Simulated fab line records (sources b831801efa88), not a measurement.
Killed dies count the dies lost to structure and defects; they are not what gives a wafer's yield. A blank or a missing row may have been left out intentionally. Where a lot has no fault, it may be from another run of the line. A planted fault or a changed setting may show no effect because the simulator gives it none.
Which tool is to blame? + flow gf180mcu + Sampling: 13 lots, 39 wafers, 6 of 602 route steps

## WHAT EACH GAUGE READ, for each wafer
GF_PSD_RS_MEAS_14: the measuring method here is four-point-probe. Usual: NSD_RS 46.17 ohm/sq, standard deviation 0.096.
| lot  | measured     | on            | NSD_RS (ohm/sq)   | flag |
|------|--------------|---------------|-------------------|------|
| L567 | day 14 23:50 | film metro-02 | 46.18 46.12 46.15 |      |
| L568 | day 15 06:49 | film metro-01 | 46.07 46.13 46.13 |      |
| L570 | day 16 13:50 | film metro-03 | 46.07 46.12 46.20 |      |
| L571 | day 16 15:02 | film metro-01 | 46.05 45.99 46.11 |      |
| L573 | day 17 12:58 | film metro-03 | 46.29 46.16 46.23 |      |
| L574 | day 17 18:49 | film metro-03 | 46.34 46.24 46.24 |      |
| L576 | day 18 06:05 | film metro-02 | 46.10 46.06 46.09 |      |
| L579 | day 19 07:22 | film metro-01 | 42.15 42.10 42.17 | OFF  |
| L581 | day 19 22:58 | film metro-03 | 42.21 42.23 42.11 | OFF  |
| L582 | day 20 07:53 | film metro-03 | 46.14 46.12 46.19 |      |
| L585 | day 21 09:26 | film metro-03 | 46.37 46.26 46.29 |      |
| L587 | day 21 22:49 | film metro-03 | 46.12 46.40 46.27 |      |
| L588 | day 22 19:13 | film metro-02 | 46.05 46.24 46.10 |      |

GF_PSD_RS_MEAS_15: the measuring method here is four-point-probe. Usual: PSD_RS 108.6 ohm/sq, standard deviation 0.33.
| lot  | measured     | on            | PSD_RS (ohm/sq)   | flag |
|------|--------------|---------------|-------------------|------|
| L567 | day 14 23:58 | film metro-02 | 108.9 108.9 108.8 |      |
| L568 | day 15 06:56 | film metro-01 | 108.5 108.3 108.7 |      |
| L570 | day 16 13:57 | film metro-03 | 108.9 108.8 109.1 |      |
| L571 | day 16 15:10 | film metro-01 | 108.4 108.5 108.4 |      |
| L573 | day 17 13:05 | film metro-03 | 108.9 108.5 108.7 |      |
| L574 | day 17 18:56 | film metro-03 | 108.8 108.5 108.7 |      |
| L576 | day 18 06:12 | film metro-02 | 108.6 108.4 108.5 |      |
| L579 | day 19 07:29 | film metro-01 | 97.1 97.2 97.2    | OFF  |
| L581 | day 19 23:05 | film metro-03 | 97.5 97.8 98.0    | OFF  |
| L582 | day 20 08:01 | film metro-03 | 108.2 108.4 108.6 |      |
| L585 | day 21 09:34 | film metro-03 | 109.0 109.1 109.0 |      |
| L587 | day 21 22:56 | film metro-03 | 108.5 109.0 109.0 |      |
| L588 | day 22 19:20 | film metro-02 | 108.3 108.6 108.3 |      |

GF_SAB_THK_MEAS_01. Usual: SAB_CVD_00_THK 49.9 nm, standard deviation 0.69.
| lot  | measured     | on            | SAB_CVD_00_THK (nm) | flag |
|------|--------------|---------------|---------------------|------|
| L567 | day 15 00:04 | film metro-03 | 50.1 49.5 49.6      |      |
| L568 | day 15 07:05 | film metro-02 | 49.4 50.2 50.6      |      |
| L570 | day 16 14:05 | film metro-04 | 50.1 49.4 50.1      |      |
| L571 | day 16 15:18 | film metro-03 | 49.0 48.6 50.0      |      |
| L573 | day 17 13:13 | film metro-02 | 48.7 49.5 49.6      |      |
| L574 | day 17 19:04 | film metro-02 | 49.9 51.2 49.7      |      |
| L576 | day 18 06:20 | film metro-03 | 49.5 48.9 50.0      |      |
| L579 | day 19 07:38 | film metro-02 | 50.9 50.5 51.6      |      |
| L581 | day 19 23:14 | film metro-02 | 49.2 50.2 50.0      |      |
| L582 | day 20 08:08 | film metro-02 | 49.6 49.7 50.7      |      |
| L585 | day 21 09:42 | film metro-03 | 49.5 49.3 48.6      |      |
| L587 | day 21 23:04 | film metro-03 | 50.2 50.3 51.5      |      |
| L588 | day 22 19:27 | film metro-04 | 49.6 51.1 50.7      |      |

GF_SALICIDE_THK_MEAS_05: measures by xrf. Usual: SALICIDE_TIN_THK 19.92 nm, standard deviation 0.22.
| lot  | measured     | on            | SALICIDE_TIN_THK (nm) | flag |
|------|--------------|---------------|-----------------------|------|
| L567 | day 15 22:00 | film metro-04 | 19.66 19.89 19.86     |      |
| L568 | day 16 05:10 | film metro-01 | 19.88 20.06 19.71     |      |
| L570 | day 17 12:34 | film metro-04 | 19.69 19.93 19.89     |      |
| L571 | day 17 14:31 | film metro-04 | 19.64 19.93 19.67     |      |
| L573 | day 18 13:19 | film metro-01 | 20.07 20.13 20.01     |      |
| L574 | day 18 18:50 | film metro-01 | 19.88 19.91 19.90     |      |
| L576 | day 19 06:59 | film metro-04 | 19.56 19.51 19.60     |      |
| L579 | day 20 08:14 | film metro-01 | 20.04 20.02 19.95     |      |
| L581 | day 20 23:43 | film metro-03 | 20.34 20.17 20.11     |      |
| L582 | day 21 08:49 | film metro-04 | 19.76 19.61 20.05     |      |
| L585 | day 22 09:48 | film metro-04 | 20.24 20.13 19.91     |      |
| L587 | day 22 22:25 | film metro-04 | 19.57 19.70 19.81     |      |
| L588 | day 23 18:19 | film metro-03 | 20.10 20.22 20.05     |      |

## TOOL THAT RAN EACH LOT (tool first, then ch and the chambers of the sampled wafers, then the start)
| lot  | GF_PSD_RTA_13                    | GF_SALICIDE_SPUTTER_03       |
|------|----------------------------------|------------------------------|
| L567 | rtp anneal-02 ch 0, day 14 23:44 | pvd sputter-01, day 15 21:49 |
| L568 | rtp anneal-01 ch 0, day 15 06:44 | pvd sputter-01, day 16 05:01 |
| L570 | rtp anneal-02 ch 0, day 16 13:45 | pvd sputter-01, day 17 12:25 |
| L571 | rtp anneal-01 ch 0, day 16 14:58 | pvd sputter-04, day 17 14:22 |
| L573 | rtp anneal-01 ch 0, day 17 12:49 | pvd sputter-04, day 18 13:09 |
| L574 | rtp anneal-01 ch 0, day 17 18:44 | pvd sputter-01, day 18 18:40 |
| L576 | rtp anneal-02 ch 0, day 18 06:00 | pvd sputter-01, day 19 06:51 |
| L579 | rtp anneal-01 ch 0, day 19 07:17 | pvd sputter-01, day 20 08:05 |
| L581 | rtp anneal-01 ch 0, day 19 22:53 | pvd sputter-02, day 20 23:34 |
| L582 | rtp anneal-02 ch 0, day 20 07:48 | pvd sputter-04, day 21 08:39 |
| L585 | rtp anneal-02 ch 0, day 21 09:22 | pvd sputter-02, day 22 09:39 |
| L587 | rtp anneal-02 ch 0, day 21 22:43 | pvd sputter-01, day 22 22:16 |
| L588 | rtp anneal-02 ch 0, day 22 19:07 | pvd sputter-01, day 23 18:09 |
- GF_PSD_RTA_13: time 20 s.
- GF_SALICIDE_SPUTTER_03: material TiN, target thk 20 nm, time 16.7 s.

## WHAT THE TOOLS THEMSELVES READ (means of the sampled wafers that have a number; where no wafer has one, the mark that the record gives instead)
GF_PSD_RTA_13. Usual: lamp power pct 36 %, standard deviation 3.3; wafer_temp_C_max 1029.0, standard deviation 1.1.
| lot  | tool          | lamp power pct (%) | wafer_temp_C_max | flag |
|------|---------------|--------------------|------------------|------|
| L567 | rtp anneal-02 | 39                 | 1029.7           |      |
| L568 | rtp anneal-01 | 32                 | 1028.1           |      |
| L570 | rtp anneal-02 | 39                 | 1029.7           |      |
| L571 | rtp anneal-01 | 32                 | 1027.6           |      |
| L573 | rtp anneal-01 | 32                 | 1029.1           |      |
| L574 | rtp anneal-01 | 32                 | 1028.4           |      |
| L576 | rtp anneal-02 | 39                 | 1029.1           |      |
| L579 | rtp anneal-01 | 35                 | 1055.9           | OFF  |
| L581 | rtp anneal-01 | 35                 | 1056.5           | OFF  |
| L582 | rtp anneal-02 | 39                 | 1029.3           |      |
| L585 | rtp anneal-02 | 39                 | 1030.4           |      |
| L587 | rtp anneal-02 | 39                 | 1030.0           |      |
| L588 | rtp anneal-02 | 39                 | 1030.0           |      |

GF_SALICIDE_SPUTTER_03. Usual: throttle valve pct 29.1 %, standard deviation 1.2.
| lot  | tool           | throttle valve pct (%) | flag |
|------|----------------|------------------------|------|
| L567 | pvd sputter-01 | 29.2                   |      |
| L568 | pvd sputter-01 | 28.1                   |      |
| L570 | pvd sputter-01 | 28.7                   |      |
| L571 | pvd sputter-04 | 30.4                   |      |
| L573 | pvd sputter-04 | 29.5                   |      |
| L574 | pvd sputter-01 | 28.8                   |      |
| L576 | pvd sputter-01 | 28.7                   |      |
| L579 | pvd sputter-01 | 28.3                   |      |
| L581 | pvd sputter-02 | 28.6                   |      |
| L582 | pvd sputter-04 | 30.3                   |      |
| L585 | pvd sputter-02 | 28.8                   |      |
| L587 | pvd sputter-01 | 29.7                   |      |
| L588 | pvd sputter-01 | 29.4                   |      |

## THE ANSWER, worked out from the rows above alone
Rule: a lot counts as off when the mean over its wafers that have a number is more than 3 standard deviations away from the usual mean. Also off: a lot with no number at a reading for which 4 or more lots have one. Where the step has rows for the other lots, those lots are counted as sound. First the gauges in route order, then the tools' own readings, where a lot's mean is used as printed above. At the first step where some lot is off, the reading lying furthest off is the one used; lots without a number count as furthest.
Off: at GF_PSD_RS_MEAS_14 (NSD_RS), L579, L581.
A tool fits if, at a process step before that reading, it ran every lot that is off, and no sound lot after the first of them. Not tried: the gauges at GF_PSD_RS_MEAS_14; whatever is off there is also off at GF_PSD_RTA_13, on other tools, and gauge error can't account for it. One fits: rtp anneal-01 at GF_PSD_RTA_13. Its last sound lot is L574 (day 17 18:44), its first lot that is off L579 (day 19 07:17): a fault that began between those two fits.
The tool's own readings at GF_PSD_RTA_13 bear it out: on the lots that are off they differ by more than 5 times the standard deviation of the sound lots' means. wafer_temp_C_max reads 1056.2 there against 1029.2 on the sound lots.

## WHAT THE SIMULATOR PUT IN
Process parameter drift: rtp anneal-01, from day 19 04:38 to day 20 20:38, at GF_PSD_RTA_13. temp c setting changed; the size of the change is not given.
Shown lots that were struck: L579, L581. The rule above reached the same finding.
